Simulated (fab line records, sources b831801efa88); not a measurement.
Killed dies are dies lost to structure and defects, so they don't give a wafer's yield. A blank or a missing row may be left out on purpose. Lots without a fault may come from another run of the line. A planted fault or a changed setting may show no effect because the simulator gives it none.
Which tool did it? | flow sky130 | 13 lots, 38 wafers sampled, at 5 steps of a route of 708

WHAT THE GAUGES READ, wafer by wafer
SKY_POLY_GATE_THK_MEAS_04.
lot  | measured     | on            | POLY_GATE_CVD_03_THK (nm)
L798 | day 15 07:23 | film_metro-03 | 76.1 75.9 76.2
L800 | day 16 01:44 | film_metro-02 | 76.2 75.3 75.4
L799 | day 16 01:45 | film_metro-03 | 75.2 74.9 75.1
L803 | day 17 10:51 | film_metro-04 | 75.1 75.6
L810 | day 19 20:35 | film_metro-03 | 75.1 75.0 74.7
L811 | day 20 10:35 | film_metro-03 | 75.1 75.5 74.8
L812 | day 20 14:56 | film_metro-02 | 75.5 74.5 75.0
L813 | day 20 19:32 | film_metro-02 | 75.2 75.3 76.0
L814 | day 21 11:40 | film_metro-02 | 75.9 75.4 75.5
L816 | day 22 04:53 | film_metro-03 | 74.7 74.5 74.4
L817 | day 22 10:50 | film_metro-04 | 74.7 75.4 75.7
L818 | day 23 05:23 | film_metro-03 | 74.9 74.3 74.7
L819 | day 23 07:49 | film_metro-03 | 75.8 75.6 75.7

SKY_POLY_GATE_CD_MEAS_13: target cd 150 nm.
lot  | measured     | on        | cd_nm (nm)
L798 | day 16 10:53 | cd_sem-02 | 149.8 149.0 149.8
L800 | day 17 06:16 | cd_sem-02 | 150.8 151.2 150.9
L799 | day 17 06:03 | cd_sem-01 | 150.3 150.5 150.0
L803 | day 18 16:32 | cd_sem-01 | 150.7 150.5
L810 | day 21 03:53 | cd_sem-01 | 147.7 148.7 148.8
L811 | day 21 17:40 | cd_sem-02 | 149.3 151.1 149.6
L812 | day 21 21:49 | cd_sem-02 | 150.3 150.9 151.1
L813 | day 22 02:25 | cd_sem-01 | 147.3 147.6 148.6
L814 | day 22 18:34 | cd_sem-02 | 152.3 150.7 150.0
L816 | day 23 11:20 | cd_sem-01 | 150.3 150.3 149.9
L817 | day 23 17:41 | cd_sem-02 | 149.1 150.1 147.9
L818 | day 24 11:52 | cd_sem-02 | 148.4 149.0 148.4
L819 | day 24 14:00 | cd_sem-01 | 149.5 149.6 150.3

SKY_LDD_P_CD_MEAS_07: target cd 380 nm.
lot  | measured     | on        | cd_nm (nm)
L798 | day 19 02:14 | cd_sem-02 | 386.0 386.0 385.8
L800 | day 19 21:42 | cd_sem-01 | 381.5 382.0 385.0
L799 | day 19 20:59 | cd_sem-01 | 381.1 380.7 381.0
L803 | day 21 11:58 | cd_sem-01 | 377.4 379.0
L810 | day 23 20:13 | cd_sem-01 | 377.3 377.5 377.0
L811 | day 24 10:34 | cd_sem-01 | 384.1 385.2 384.0
L812 | day 24 13:09 | cd_sem-02 | 377.3 379.1 376.8
L813 | day 24 18:22 | cd_sem-02 | 383.4 384.2 381.6
L814 | day 25 08:28 | cd_sem-02 | 380.0 380.6 379.9
L816 | day 26 01:49 | cd_sem-01 | 380.0 380.7 379.2
L817 | day 26 07:30 | cd_sem-01 | 380.7 379.8 383.5
L818 | day 27 01:59 | cd_sem-02 | 378.3 378.5 381.4
L819 | day 27 03:02 | cd_sem-01 | 381.7 382.3 380.0

SKY_POLY_CUT_CD_MEAS_08: target cd 270 nm.
lot  | measured     | on        | cd_nm (nm)
L798 | day 24 07:24 | cd_sem-01 | 270.2 270.3 268.8
L800 | day 25 04:57 | cd_sem-02 | 272.4 270.1 272.1
L799 | day 25 03:26 | cd_sem-01 | 268.8 267.9 267.4
L803 | day 26 15:50 | cd_sem-01 | 260.8 271.0
L810 | day 28 19:25 | cd_sem-02 | 269.9 269.8 269.2
L811 | day 29 09:11 | cd_sem-02 | 270.8 269.3 268.8
L812 | day 29 11:33 | cd_sem-02 | 273.0 271.5 270.2
L813 | day 29 16:13 | cd_sem-01 | 268.9 269.8 268.6
L814 | day 30 06:06 | cd_sem-01 | 270.7 270.9 269.6
L816 | day 30 21:25 | cd_sem-02 | 268.7 270.2 270.5
L817 | day 31 03:32 | cd_sem-01 | 272.3 271.9 272.0
L818 | day 31 21:06 | cd_sem-01 | 270.6 270.5 270.3
L819 | day 31 22:47 | cd_sem-02 | 271.3 271.0 270.3

WHICH TOOL RAN EACH LOT (tool, then ch and the chambers of the sampled wafers, then the start)
lot  | SKY_POLY_CUT_EXPOSE_05
L798 | krf_scanner-02 ch 0, day 23 16:44
L800 | krf_scanner-02 ch 0, day 24 14:23
L799 | krf_scanner-01 ch 0, day 24 12:49
L803 | krf_scanner-02 ch 0, day 26 01:24
L810 | krf_scanner-01 ch 0, day 28 05:10
L811 | krf_scanner-02 ch 0, day 28 19:31
L812 | krf_scanner-01 ch 0, day 28 21:49
L813 | krf_scanner-01 ch 0, day 29 02:47
L814 | krf_scanner-02 ch 0, day 29 15:40
L816 | krf_scanner-01 ch 0, day 30 08:12
L817 | krf_scanner-02 ch 0, day 30 13:35
L818 | krf_scanner-02 ch 0, day 31 08:14
L819 | krf_scanner-01 ch 0, day 31 09:19
- SKY_POLY_CUT_EXPOSE_05: exposes mask NPCM, target cd 270 nm.

WHAT THE TOOLS THEMSELVES READ (means of the sampled wafers that have a number; where no wafer has one, the mark that the record gives instead)
The record holds no such reading with a usual standard deviation.

THE ANSWER, worked out from the rows above alone
Rule: what is usual is taken from the lots themselves. Put in order of their means at a reading, lots are off if they are a third of the lots or fewer, leave a main group of 4 or more, and stand apart from it by a gap of 3 or more times the standard deviation of the main group's means; of several such gaps the widest counts. A main group whose means are all the same, to the digits that the tables above print for the reading, isn't used. A lot without any number at a reading at which 4 lots or more have one is off too. The other lots that the step has rows for count as sound. The gauges are gone through in route order, then the tools' own readings, and for those a lot's mean is taken as printed above. The first step at which some lot is off is used, and at that step the reading that is off furthest; a lot without a number counts as furthest.
No lot is off at any reading shown: from this, nothing can be told.

WHAT THE SIMULATOR HAD PUT IN
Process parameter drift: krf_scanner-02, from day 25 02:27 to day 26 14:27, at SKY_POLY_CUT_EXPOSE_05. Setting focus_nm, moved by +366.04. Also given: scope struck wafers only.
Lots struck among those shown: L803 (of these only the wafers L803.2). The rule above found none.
